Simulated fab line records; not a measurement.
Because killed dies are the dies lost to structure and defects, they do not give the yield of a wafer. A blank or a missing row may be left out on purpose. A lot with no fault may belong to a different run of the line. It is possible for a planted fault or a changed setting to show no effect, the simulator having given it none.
A single fault, viewed from 2 desks    flow gf180mcu    each desk holds nothing but its own numbers, with what lay behind them at the end

== FROM THE METROLOGY DESK ==
What the gauges read, lot by lot, whatever tool the lot ran on: means of the sampled wafers that have a number. The brackets show how far a lot's mean lies from the usual mean; more than 4 standard deviations puts the lot out of limits, marked OUT.
Columns: A = TOP_METAL_OVL at GF_TOP_METAL_OVL_MEAS_15, usual 0.6 nm; B = PASSIVATION_BOW at GF_PASSIVATION_BOW_MEAS_14, usual 134 um
lot   first seen here  A     B
L575  day 28 09:31     -0.1  150
L579  day 29 11:49     1.8   133
L581  day 30 05:12     0.6   123
L582  day 30 11:27     2.2   135
L587  day 32 05:28     3.4   136
L588  day 32 07:49     0.8   136
L589  day 32 10:55     1.0   140
L590  day 32 17:43     0.0   137
L592  day 33 06:07     0.9   133
L593  day 33 12:04     1.1   127
L594  day 33 14:45     -0.2  137
L595  day 33 22:22     -0.0  134
L596  day 34 04:13     -0.5  141
Result from this desk: across the 13 lots, nothing is out of limits.

== TOOL OWNER'S DESK, cmp-01 ==
The tool's own readings at GF_V3_CMP_26 (polishes, stops on SiO2, t overpolish 15 s, target thk 0 nm): means of the sampled wafers that have a number, for each lot that ran on this tool. The brackets show how far a lot's mean lies from the usual mean; more than 4 standard deviations puts the lot out of limits, marked OUT.
Columns: A = motor-current-A at GF_V3_CMP_26, usual 11.9 A; B = overpolish-run-s at GF_V3_CMP_26, usual 15.000 s; C = time-to-endpoint-s at GF_V3_CMP_26, usual 85 s
lot   first seen here  A     B       C
L579  day 24 01:30     11.9  14.998  84
L581  day 24 22:40     11.8  14.992  83
L588  day 27 09:49     12.3  15.001  85
L592  day 28 13:26     11.4  14.993  83
L594  day 28 23:17     10.9  14.987  84
Result from this desk: across the 5 lots, nothing is out of limits.

== ALL TOGETHER ==
From the metrology desk's view, nothing was out of limits.
The desk of the tool owner found nothing out of limits.

== WHAT HAD BEEN PUT IN BY THE SIMULATOR ==
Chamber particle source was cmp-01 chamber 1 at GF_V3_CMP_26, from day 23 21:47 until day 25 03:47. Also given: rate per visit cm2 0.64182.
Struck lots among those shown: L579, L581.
